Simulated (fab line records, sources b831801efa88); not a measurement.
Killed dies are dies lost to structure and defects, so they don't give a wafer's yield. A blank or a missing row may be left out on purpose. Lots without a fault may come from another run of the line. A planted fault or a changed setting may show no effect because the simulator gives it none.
Which tool did it? | flow sfq_line | 15 lots, 45 wafers sampled, at 6 steps of a route of 325

WHAT THE GAUGES READ, wafer by wafer
SFQ_I4_OVL_MEAS_928. Usual: I4_OVL -3 nm, standard deviation 5.5.
lot  | measured     | on         | I4_OVL (nm) | flag
L803 | day 57 03:32 | overlay-01 | -11 -7 -10  |
L804 | day 57 08:53 | overlay-02 | -3 -2 5     |
L805 | day 57 13:40 | overlay-02 | -3 -6 -3    |
L806 | day 58 09:20 | overlay-02 | -1 -8 1     |
L807 | day 58 14:21 | overlay-01 | -10 -8 -8   |
L809 | day 58 22:44 | overlay-02 | 5 2 7       |
L810 | day 59 06:38 | overlay-01 | 6 3 1       |
L812 | day 64 22:24 | overlay-01 | -9 -10 -8   |
L813 | day 65 05:35 | overlay-01 | -3 0 -4     |
L818 | day 66 12:08 | overlay-01 | -2 -1 -5    |
L819 | day 66 18:08 | overlay-02 | 3 11 4      |
L820 | day 66 22:57 | overlay-02 | 5 -1 7      |
L821 | day 67 06:51 | overlay-01 | -3 -1 -7    |
L823 | day 67 15:22 | overlay-02 | 1 4 9       |
L825 | day 68 03:21 | overlay-02 | -1 -4 -9    |

SFQ_R5_RS_MEAS_933: measures by four-point-probe. Usual: R5_MONX_RS 7.10 ohm/sq, standard deviation 0.093.
lot  | measured     | on            | R5_MONX_RS (ohm/sq)               | flag
L803 | day 67 03:11 | film_metro-01 | 6.98 6.93 7.16                    |
L804 | day 67 15:56 | film_metro-04 | 7.19 6.99 7.02                    |
L805 | day 68 01:14 | film_metro-01 | 7.07 7.11 7.10                    |
L806 | day 69 03:02 | film_metro-03 | 7.18 7.04 7.02                    |
L807 | day 69 06:04 | film_metro-04 | 7.15 7.21 7.21                    |
L809 | day 69 23:29 | film_metro-01 | 7.13 7.02 6.97                    |
L810 | day 70 08:30 | film_metro-01 | 7.09 7.17 7.13                    |
L812 | day 72 06:04 | film_metro-01 | 7.11 7.14 7.15                    |
L813 | day 72 12:02 | film_metro-04 | 7.15 7.07 6.93                    |
L818 | day 73 09:57 | film_metro-01 | 10.39 7.09 7.11 10.44 7.13 7.12   | OFF
L819 | day 73 16:46 | film_metro-03 | 10.38 10.23 7.02 10.43 10.26 7.02 | OFF
L820 | day 74 01:04 | film_metro-03 | 10.31 7.19 7.16 10.37 7.21 7.16   | OFF
L821 | day 74 05:49 | film_metro-03 | 7.13 7.05 7.09                    |
L823 | day 74 15:28 | film_metro-01 | 7.05 6.97 6.97                    |
L825 | day 75 02:41 | film_metro-04 | 7.23 7.27 7.27                    |

SFQ_R5_THK_MEAS_934: measures by xrf. Usual: R5_MONX_THK 40.1 nm, standard deviation 0.65.
lot  | measured     | on            | R5_MONX_THK (nm)              | flag
L803 | day 67 03:19 | film_metro-01 | 41.0 40.7 39.5                |
L804 | day 67 16:04 | film_metro-04 | 39.5 41.0 40.7                |
L805 | day 68 01:22 | film_metro-01 | 40.6 39.8 40.1                |
L806 | day 69 03:10 | film_metro-03 | 39.5 40.6 40.6                |
L807 | day 69 06:10 | film_metro-04 | 39.7 39.5 39.3                |
L809 | day 69 23:36 | film_metro-01 | 40.3 40.5 41.1                |
L810 | day 70 08:37 | film_metro-01 | 40.0 39.7 39.9                |
L812 | day 72 06:10 | film_metro-01 | 39.6 39.6 39.5                |
L813 | day 72 12:10 | film_metro-04 | 39.5 39.9 41.3                |
L818 | day 73 18:59 | film_metro-01 | 26.6 40.0 40.0 26.4 40.0 39.9 | OFF
L819 | day 73 21:02 | film_metro-03 | 26.7 27.0 40.8 26.7 27.2 40.5 | OFF
L820 | day 74 04:29 | film_metro-03 | 27.2 39.7 40.2 27.1 39.8 40.4 | OFF
L821 | day 74 05:56 | film_metro-03 | 40.6 41.0 40.5                |
L823 | day 74 15:34 | film_metro-01 | 40.3 41.0 40.8                |
L825 | day 75 02:49 | film_metro-04 | 39.5 39.1 39.1                |

WHICH TOOL RAN EACH LOT (tool, then ch and the chambers of the sampled wafers, then the start)
lot  | SFQ_TRILAYER_I3_VIA_BARC_OPEN_VIA_ETCH_121 | SFQ_TRILAYER_M5_STRIP_STRIP_127   | SFQ_TRILAYER_R5_DEP_SPUTTER_133
L803 | rie_diel-03 ch 0,3, day 51 02:08           | rie_metal-02 ch 0,1, day 66 22:02 | pvd_sputter-04, day 67 03:07
L804 | rie_diel-01 ch 0,1,3, day 51 09:20         | rie_metal-02 ch 0,1, day 67 05:56 | pvd_sputter-04, day 67 15:52
L805 | rie_diel-02 ch 1,3, day 51 16:32           | rie_metal-04 ch 0,1, day 67 09:32 | pvd_sputter-06, day 68 01:10
L806 | rie_diel-03 ch 0,1,2, day 52 15:20         | rie_metal-02 ch 0,1, day 67 21:38 | pvd_sputter-04, day 69 02:58
L807 | rie_diel-02 ch 0,2,3, day 52 22:58         | rie_metal-03 ch 0,1, day 67 22:50 | pvd_sputter-03, day 69 05:58
L809 | rie_diel-03 ch 0,1,2, day 53 09:46         | rie_metal-03 ch 0,1, day 68 06:02 | pvd_sputter-04, day 69 23:25
L810 | rie_diel-02 ch 1,3, day 53 20:34           | rie_metal-03 ch 0,1, day 68 10:50 | pvd_sputter-06, day 70 08:25
L812 | rie_diel-02 ch 1,2, day 54 19:59           | rie_metal-03 ch 0,1, day 71 14:47 | pvd_sputter-06, day 72 05:58
L813 | rie_diel-02 ch 1,2,3, day 54 23:35         | rie_metal-02 ch 1, day 71 20:00   | pvd_sputter-04, day 72 11:58
L818 | rie_diel-02 ch 1,2,3, day 56 21:39         | rie_metal-02 ch 0,1, day 73 04:24 | pvd_sputter-06, day 73 09:52
L819 | rie_diel-03 ch 0,1, day 57 01:15           | rie_metal-02 ch 0,1, day 73 11:36 | pvd_sputter-06, day 73 16:41
L820 | rie_diel-02 ch 1,2, day 57 02:27           | rie_metal-02 ch 0,1, day 73 20:04 | pvd_sputter-06, day 74 00:57
L821 | rie_diel-02 ch 2,3, day 57 04:51           | rie_metal-04 ch 0,1, day 74 00:40 | pvd_sputter-03, day 74 05:45
L823 | rie_diel-01 ch 1,2,3, day 57 19:15         | rie_metal-04 ch 0,1, day 74 10:28 | pvd_sputter-03, day 74 15:21
L825 | rie_diel-03 ch 0,2, day 58 19:15           | rie_metal-04 ch 0,1, day 74 21:31 | pvd_sputter-03, day 75 02:37
- SFQ_TRILAYER_I3_VIA_BARC_OPEN_VIA_ETCH_121: etches BARC in O2, target depth 125 nm, time 41.7 s.
- SFQ_TRILAYER_M5_STRIP_STRIP_127: strips in O2.
- SFQ_TRILAYER_R5_DEP_SPUTTER_133: material MoNx, target thk 40 nm, time 66.7 s.

WHAT THE TOOLS THEMSELVES READ (means of the sampled wafers that have a number; where no wafer has one, the mark that the record gives instead)
SFQ_TRILAYER_I3_VIA_BARC_OPEN_VIA_ETCH_121. Usual: drypump_motor_current_A 5.6 A, standard deviation 0.45; oes_product_au 0.685 a.u., standard deviation 0.0049.
lot  | tool        | drypump_motor_current_A (A) | oes_product_au (a.u.) | flag
L803 | rie_diel-03 | 5.4                         | 0.688                 |
L804 | rie_diel-01 | 5.6                         | 0.687                 |
L805 | rie_diel-02 | 5.9                         | 0.684                 |
L806 | rie_diel-03 | 5.1                         | 0.688                 |
L807 | rie_diel-02 | 6.0                         | 0.684                 |
L809 | rie_diel-03 | 5.1                         | 0.688                 |
L810 | rie_diel-02 | 5.6                         | 0.684                 |
L812 | rie_diel-02 | 5.6                         | 0.686                 |
L813 | rie_diel-02 | 5.9                         | 0.688                 |
L818 | rie_diel-02 | 5.8                         | 0.687                 |
L819 | rie_diel-03 | 5.1                         | 0.687                 |
L820 | rie_diel-02 | 5.6                         | 0.680                 |
L821 | rie_diel-02 | 6.1                         | 0.686                 |
L823 | rie_diel-01 | 5.5                         | 0.687                 |
L825 | rie_diel-03 | 5.2                         | 0.683                 |

SFQ_TRILAYER_M5_STRIP_STRIP_127. Usual: drypump_motor_current_A 5.7 A, standard deviation 0.42; oes_product_au 1.002 a.u., standard deviation 0.012.
lot  | tool         | drypump_motor_current_A (A) | oes_product_au (a.u.) | flag
L803 | rie_metal-02 | 6.0                         | 0.997                 |
L804 | rie_metal-02 | 6.0                         | 1.007                 |
L805 | rie_metal-04 | 5.5                         | 0.997                 |
L806 | rie_metal-02 | 6.0                         | 1.007                 |
L807 | rie_metal-03 | 5.7                         | 1.010                 |
L809 | rie_metal-03 | 5.4                         | 1.000                 |
L810 | rie_metal-03 | 5.7                         | 1.007                 |
L812 | rie_metal-03 | 5.7                         | 1.013                 |
L813 | rie_metal-02 | 6.3                         | 1.012                 |
L818 | rie_metal-02 | 5.8                         | 0.997                 |
L819 | rie_metal-02 | 5.8                         | 1.001                 |
L820 | rie_metal-02 | 5.8                         | 0.996                 |
L821 | rie_metal-04 | 5.5                         | 0.989                 |
L823 | rie_metal-04 | 5.5                         | 0.994                 |
L825 | rie_metal-04 | 5.4                         | 0.992                 |

SFQ_TRILAYER_R5_DEP_SPUTTER_133. Usual: throttle_valve_pct 29.8 %, standard deviation 1.1.
lot  | tool           | throttle_valve_pct (%) | flag
L803 | pvd_sputter-04 | 30.2                   |
L804 | pvd_sputter-04 | 30.2                   |
L805 | pvd_sputter-06 | 29.9                   |
L806 | pvd_sputter-04 | 28.9                   |
L807 | pvd_sputter-03 | 30.4                   |
L809 | pvd_sputter-04 | 29.0                   |
L810 | pvd_sputter-06 | 30.1                   |
L812 | pvd_sputter-06 | 30.6                   |
L813 | pvd_sputter-04 | 29.4                   |
L818 | pvd_sputter-06 | 30.3                   |
L819 | pvd_sputter-06 | 30.8                   |
L820 | pvd_sputter-06 | 30.6                   |
L821 | pvd_sputter-03 | 29.6                   |
L823 | pvd_sputter-03 | 29.5                   |
L825 | pvd_sputter-03 | 29.1                   |

THE ANSWER, worked out from the rows above alone
Rule: a lot is off if the mean of its wafers that have a number lies more than 3 standard deviations from the usual mean. A lot without any number at a reading at which 4 lots or more have one is off too. The other lots that the step has rows for count as sound. The gauges are gone through in route order, then the tools' own readings, and for those a lot's mean is taken as printed above. The first step at which some lot is off is used, and at that step the reading that is off furthest; a lot without a number counts as furthest.
Off: L818, L819, L820, at SFQ_R5_RS_MEAS_933 (R5_MONX_RS).
A tool fits if, at a process step before that reading, it ran every lot that is off, and no sound lot after the first of them. The gauges at SFQ_R5_RS_MEAS_933 are tried like those tools. Can't be told from this: 2 tools fit, rie_metal-02 at SFQ_TRILAYER_M5_STRIP_STRIP_127, pvd_sputter-06 at SFQ_TRILAYER_R5_DEP_SPUTTER_133.

WHAT THE SIMULATOR HAD PUT IN
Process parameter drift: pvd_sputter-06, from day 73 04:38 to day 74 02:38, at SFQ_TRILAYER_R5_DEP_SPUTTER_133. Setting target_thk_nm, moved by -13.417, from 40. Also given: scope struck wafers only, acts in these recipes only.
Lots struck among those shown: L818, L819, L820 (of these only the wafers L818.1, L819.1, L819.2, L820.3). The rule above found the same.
